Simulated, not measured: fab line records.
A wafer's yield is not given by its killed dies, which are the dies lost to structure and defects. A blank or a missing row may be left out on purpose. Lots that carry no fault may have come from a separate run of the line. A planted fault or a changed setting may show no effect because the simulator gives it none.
A struck lot beside a sound one / flow gf180mcu / 16 steps out of a route of 602
Sound: wafers L866.1, L866.2, L866.3. The struck wafers were L888.2, L888.3, L888.6. The cause is named last.
Order at every step that has rows: each side's tool, ch and its chambers, its first start. Under that, the readings that differ: sound wafers / struck wafers / difference of the means / sigmas: that difference in standard deviations of wafers without a fault.
alike: words and numbers the same on both sides, and readings whose means are apart by under 2 such deviations; not compared: readings that were withheld, readings missing a value for some wafer, numbers with overlapping values and no deviation given by the record, and bounds like >300 which may hide the same value.
Wherever a step has rows on one side only, a row that says differs or no value, or a row with sigmas, the two part there. Numbers that have no deviation but don't overlap get no sigmas and don't part them. A reading that every wafer of one side lacks parts them only if that side has two wafers or more.

first, 1 step without rows for these wafers: GF_HV_LDD_IMPLANT_36.
GF_HV_LDD_STRIP_37: strips in O2/N2.
  sound on plasma asher-02 ch 0,1, day 11 16:37; struck on plasma asher-04 ch 0,1, day 19 01:33
  alike: drypump motor current A, heater power w, oes product au, strip time to endpoint s
  not compared: rf hours counter h
GF_HV_LDD_TW_MEAS_38:
  struck on film metro-03, day 19 01:40; sound on film metro-04, day 11 16:43
  alike: HV_LDD_3_TW
then, 7 steps without rows for these wafers: GF_HV_LDD_DEHYDRATE_39 (time 60 s); GF_HV_LDD_HMDS_40 (prime time 60 s); GF_HV_LDD_COAT_41 (resist thk 1000 nm); GF_HV_LDD_SOFTBAKE_42 (time 60 s); GF_HV_LDD_EXPOSE_43 (exposes mask Pplus HV AREA, target cd 400 nm); GF_HV_LDD_PEB_44; GF_HV_LDD_DEVELOP_45 (develop time 60 s).
GF_HV_LDD_CD_MEAS_46: the cd target is 400 nm.
  struck on cd sem-01, day 20 01:37; sound on cd sem-01, day 12 11:48
  alike: cd nm
GF_HV_LDD_OVL_MEAS_47:
  struck on overlay-01, day 20 01:43; sound on overlay-02, day 12 11:55
  alike: HV_LDD_03_OVL
GF_HV_LDD_IMPLANT_48:
  sound on implanter-01 ch 0, day 12 11:57; struck on implanter-01 ch 0, day 20 01:46
reading=beam on s (s); sound=9.92 10.05 9.64; struck=12.17 12.18 12.35; difference=+2.36; sigmas=+12
reading=dose ions cm2; sound=3.004e+13 3.002e+13 3e+13; struck=1.6065e+14 1.6067e+14 1.6065e+14; difference=+1.3064e+14; sigmas=+99 or more
reading=faraday current uA; sound=171 168 175; struck=742 744 732; difference=+568; sigmas=+99 or more
GF_HV_LDD_STRIP_49: strips in O2/N2.
  sound on plasma asher-04 ch 0,1, day 12 12:06; struck on plasma asher-04 ch 0,1, day 20 01:54
  alike: drypump motor current A, heater power w, oes product au, strip time to endpoint s
  not compared: rf hours counter h
GF_HV_LDD_TW_MEAS_50:
  struck on film metro-03, day 20 02:19; sound on film metro-03, day 12 12:12
reading=HV_LDD_4_TW; sound=578 578 577; struck=971 974 975; difference=+396; sigmas=+99 or more
  not compared: hold
GF_PASSIVATION_PROBE_99:
  the record has rows for the sound wafers here (prober-02, day 29 05:09) and none for the struck ones

== WHERE THEY PART ==
Earliest at GF_HV_LDD_IMPLANT_48; latest, in this record, at GF_PASSIVATION_PROBE_99.

WHY: what had been put in by the simulator
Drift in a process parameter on implanter-01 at GF_HV_LDD_IMPLANT_48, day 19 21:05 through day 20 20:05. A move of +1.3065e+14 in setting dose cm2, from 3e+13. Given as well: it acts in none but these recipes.
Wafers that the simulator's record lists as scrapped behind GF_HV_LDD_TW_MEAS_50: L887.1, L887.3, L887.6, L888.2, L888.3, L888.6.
